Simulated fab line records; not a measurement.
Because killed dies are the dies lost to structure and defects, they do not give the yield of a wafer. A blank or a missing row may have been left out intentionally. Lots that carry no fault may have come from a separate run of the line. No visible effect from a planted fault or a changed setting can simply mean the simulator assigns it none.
Matching of chambers    flow sky130    SKY_VIA3_CMP_24 on cmp-01: 4 sister chambers
The step polishes, stops on SiO2, t overpolish 20 s, target thk 0 nm. 14 wafers are shown with their chamber, then 7 later ones without.

WAFERS, EACH WITH ITS CHAMBER
wafer   chamber  motor-current-A (A)  time-to-endpoint-s (s)  slurry-flow-ml-min
L884.1  3        10.7                 97                      150.3
L884.4  2        8.2                  91                      149.1
L884.5  2        9.0                  90                      149.5
L892.1  1        10.3                 94                      149.5
L892.3  0        10.1                 97                      149.3
L892.5  3        10.9                 98                      151.0
L896.1  0        10.3                 99                      149.8
L896.2  3        11.9                 99                      149.5
L896.5  1        9.9                  96                      150.4
L895.1  2        9.2                  96                      149.9
L895.4  1        9.8                  104                     150.6
L895.5  2        9.2                  96                      149.7
L904.1  0        10.1                 93                      149.7
L904.3  2        8.7                  93                      150.4

SIGNATURES (averages over the wafers above)
reading             chamber 0  chamber 1  chamber 2  chamber 3  scatter within a chamber
motor-current-A     10.167     10.000     8.860      11.167     0.413
time-to-endpoint-s  96.33      98.00      93.20      98.00      3.28
slurry-flow-ml-min  149.600    150.167    149.720    150.267    0.537
Rule: distance of a wafer from a chamber = root of the sum over the readings of ((wafer's reading minus chamber's mean) / reading's scatter) squared. If the next closest chamber is less than 2 further off than the closest, the wafer can't be placed; otherwise it belongs to the closest. The scatter: take each reading less its chamber's mean, square it, sum over the shown wafers, divide by the number of wafers less the number of chambers, and take the root.

WAFERS WHOSE CHAMBER IS MISSING
wafer   motor-current-A (A)  time-to-endpoint-s (s)  slurry-flow-ml-min
L904.5  8.7                  99                      150.5
L906.2  10.5                 93                      149.8
L906.3  11.5                 94                      149.8
L906.6  10.7                 96                      150.5
L907.2  8.6                  96                      149.5
L907.4  10.7                 97                      150.8
L907.5  11.5                 97                      150.0

WHICH CHAMBER EACH ONE RAN IN
wafer   from the rows above           in truth
L904.5  can't be placed: 2 or 1 or 0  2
L906.2  can't be placed: 0 or 1 or 3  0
L906.3  can't be placed: 3 or 0       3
L906.6  can't be placed: 3 or 1 or 0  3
L907.2  2                             2
L907.4  can't be placed: 3 or 1 or 0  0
L907.5  3                             3
2 of 7 placed correctly. These rows do not allow placing 5 (true chamber among the candidates in 5). Wrongly placed: 0.
